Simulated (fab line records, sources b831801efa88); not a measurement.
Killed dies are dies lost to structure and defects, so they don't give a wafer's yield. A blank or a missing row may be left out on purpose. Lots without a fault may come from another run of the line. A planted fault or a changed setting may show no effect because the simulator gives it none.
Which tool did it? | flow sky130 | 11 lots, 33 wafers sampled, at 5 steps of a route of 708

WHAT THE GAUGES READ, wafer by wafer
SKY_METAL1_CD_MEAS_15: target cd 140 nm.
lot  | measured     | on        | cd_nm (nm)
L963 | day 32 13:59 | cd_sem-02 | 138.6 137.9 138.9
L964 | day 32 23:44 | cd_sem-02 | 141.4 141.0 139.9
L967 | day 34 04:52 | cd_sem-01 | 141.7 143.1 143.2
L968 | day 34 19:03 | cd_sem-02 | 138.6 137.1 136.4
L969 | day 34 21:47 | cd_sem-01 | 141.6 140.3 142.0
L970 | day 35 09:17 | cd_sem-01 | 139.7 138.1 138.0
L971 | day 35 14:05 | cd_sem-02 | 139.6 140.3 139.5
L983 | day 39 03:05 | cd_sem-01 | 139.0 138.2 138.2
L984 | day 39 11:54 | cd_sem-01 | 139.3 141.7 140.8
L985 | day 39 19:42 | cd_sem-01 | 138.0 137.2 136.6
L986 | day 40 00:28 | cd_sem-02 | 139.8 140.0 140.6

SKY_VIA2_THK_MEAS_01.
lot  | measured     | on            | VIA2_HDPCVD_THK (nm)
L963 | day 35 00:32 | film_metro-02 | 1171 1167 1167
L964 | day 35 09:11 | film_metro-02 | 1178 1186 1170
L967 | day 36 13:13 | film_metro-04 | 1196 1195 1207
L968 | day 37 02:38 | film_metro-02 | 1166 1168 1169
L969 | day 37 05:22 | film_metro-03 | 1178 1175 1172
L970 | day 37 17:35 | film_metro-04 | 1457 1190 1201 1456 1191 1202
L971 | day 37 22:11 | film_metro-02 | 1191 1477 1191 1191 1478 1193
L983 | day 41 08:03 | film_metro-03 | 1172 1164 1171
L984 | day 41 16:08 | film_metro-02 | 1189 1197 1181
L985 | day 42 00:47 | film_metro-02 | 1171 1191 1185
L986 | day 42 04:16 | film_metro-03 | 1174 1173 1149

SKY_VIA2_BOW_MEAS_03.
lot  | measured     | on            | VIA2_BOW (um)
L963 | day 35 00:53 | film_metro-03 | 90 85 87
L964 | day 35 09:33 | film_metro-04 | 86 92 76
L967 | day 36 13:35 | film_metro-03 | 81 86 75
L968 | day 37 02:59 | film_metro-04 | 88 90 84
L969 | day 37 05:43 | film_metro-04 | 85 76 81
L970 | day 37 21:21 | film_metro-02 | 84 78 80
L971 | day 38 01:01 | film_metro-02 | 85 88 71
L983 | day 41 08:25 | film_metro-02 | 88 91 93
L984 | day 41 16:29 | film_metro-02 | 93 97 76
L985 | day 42 01:09 | film_metro-04 | 97 106 85
L986 | day 42 04:38 | film_metro-04 | 80 91 84

WHICH TOOL RAN EACH LOT (tool, then ch and the chambers of the sampled wafers, then the start)
lot  | SKY_METAL1_ETCH_18                | SKY_VIA2_HDPCVD_00
L963 | rie_metal-03 ch 0,1, day 32 14:11 | hdpcvd-02 ch 0,1, day 35 00:25
L964 | rie_metal-04 ch 0,1, day 32 23:56 | hdpcvd-01 ch 0,1, day 35 09:04
L967 | rie_metal-03 ch 0,1, day 34 05:02 | hdpcvd-01 ch 0,1,2, day 36 13:05
L968 | rie_metal-01 ch 0,1, day 34 19:14 | hdpcvd-02 ch 0,1, day 37 02:31
L969 | rie_metal-04 ch 1, day 34 22:01   | hdpcvd-01 ch 1,2, day 37 05:14
L970 | rie_metal-03 ch 0,1, day 35 09:29 | hdpcvd-01 ch 0,1,2, day 37 17:27
L971 | rie_metal-03 ch 0,1, day 35 14:17 | hdpcvd-01 ch 0,1, day 37 22:04
L983 | rie_metal-01 ch 0,1, day 39 03:17 | hdpcvd-01 ch 2, day 41 07:52
L984 | rie_metal-04 ch 0,1, day 39 12:05 | hdpcvd-02 ch 0,2, day 41 16:00
L985 | rie_metal-03 ch 0,1, day 39 19:53 | hdpcvd-01 ch 0,1,2, day 42 00:40
L986 | rie_metal-03 ch 0,1, day 40 00:38 | hdpcvd-02 ch 1,2, day 42 04:08
- SKY_METAL1_ETCH_18: etches BARC in N2/H2, stops on SiO2, time 45.9 s, target depth 60 nm.
- SKY_VIA2_HDPCVD_00: deposits SiO2, target thk 1180 nm, time 196.7 s.

WHAT THE TOOLS THEMSELVES READ (means of the sampled wafers that have a number; where no wafer has one, the mark that the record gives instead)
SKY_METAL1_ETCH_18.
lot  | tool         | drypump_motor_current_A (A) | oes_product_au (a.u.) | throttle_valve_pct (%)
L963 | rie_metal-03 | 5.2                         | 0.852                 | 13.229
L964 | rie_metal-04 | 5.9                         | 0.851                 | 13.225
L967 | rie_metal-03 | 5.5                         | 0.859                 | 13.226
L968 | rie_metal-01 | 5.2                         | 0.848                 | 13.224
L969 | rie_metal-04 | 5.8                         | 0.852                 | 13.227
L970 | rie_metal-03 | 5.2                         | 0.854                 | 13.231
L971 | rie_metal-03 | 5.5                         | 0.859                 | 13.231
L983 | rie_metal-01 | 5.8                         | 0.855                 | 13.226
L984 | rie_metal-04 | 5.8                         | 0.855                 | 13.225
L985 | rie_metal-03 | 5.2                         | 0.854                 | 13.225
L986 | rie_metal-03 | 5.2                         | 0.855                 | 13.232

SKY_VIA2_HDPCVD_00.
lot  | tool      | run_length_s (s)
L963 | hdpcvd-02 | 223.9
L964 | hdpcvd-01 | 225.2
L967 | hdpcvd-01 | 224.7
L968 | hdpcvd-02 | 224.1
L969 | hdpcvd-01 | 224.3
L970 | hdpcvd-01 | 240.1
L971 | hdpcvd-01 | 240.5
L983 | hdpcvd-01 | 224.0
L984 | hdpcvd-02 | 224.3
L985 | hdpcvd-01 | 224.7
L986 | hdpcvd-02 | 223.9

THE ANSWER, worked out from the rows above alone
Rule: what is usual is taken from the lots themselves. Put in order of their means at a reading, lots are off if they are a third of the lots or fewer, leave a main group of 4 or more, and stand apart from it by a gap of 3 or more times the standard deviation of the main group's means; of several such gaps the widest counts. A main group whose means are all the same, to the digits that the tables above print for the reading, isn't used. A lot without any number at a reading at which 4 lots or more have one is off too. The other lots that the step has rows for count as sound. The gauges are gone through in route order, then the tools' own readings, and for those a lot's mean is taken as printed above. The first step at which some lot is off is used, and at that step the reading that is off furthest; a lot without a number counts as furthest.
Off: L970, L971, at SKY_VIA2_THK_MEAS_01 (VIA2_HDPCVD_THK). The main group: mean 1177 nm, standard deviation 11.
A tool fits if, at a process step before that reading, it ran every lot that is off, and no sound lot after the first of them. The gauges at SKY_VIA2_THK_MEAS_01 aren't tried: what is off there is off at SKY_VIA2_HDPCVD_00 too, on other tools, and a gauge's error can't cause that. None of those tried fits.

WHAT THE SIMULATOR HAD PUT IN
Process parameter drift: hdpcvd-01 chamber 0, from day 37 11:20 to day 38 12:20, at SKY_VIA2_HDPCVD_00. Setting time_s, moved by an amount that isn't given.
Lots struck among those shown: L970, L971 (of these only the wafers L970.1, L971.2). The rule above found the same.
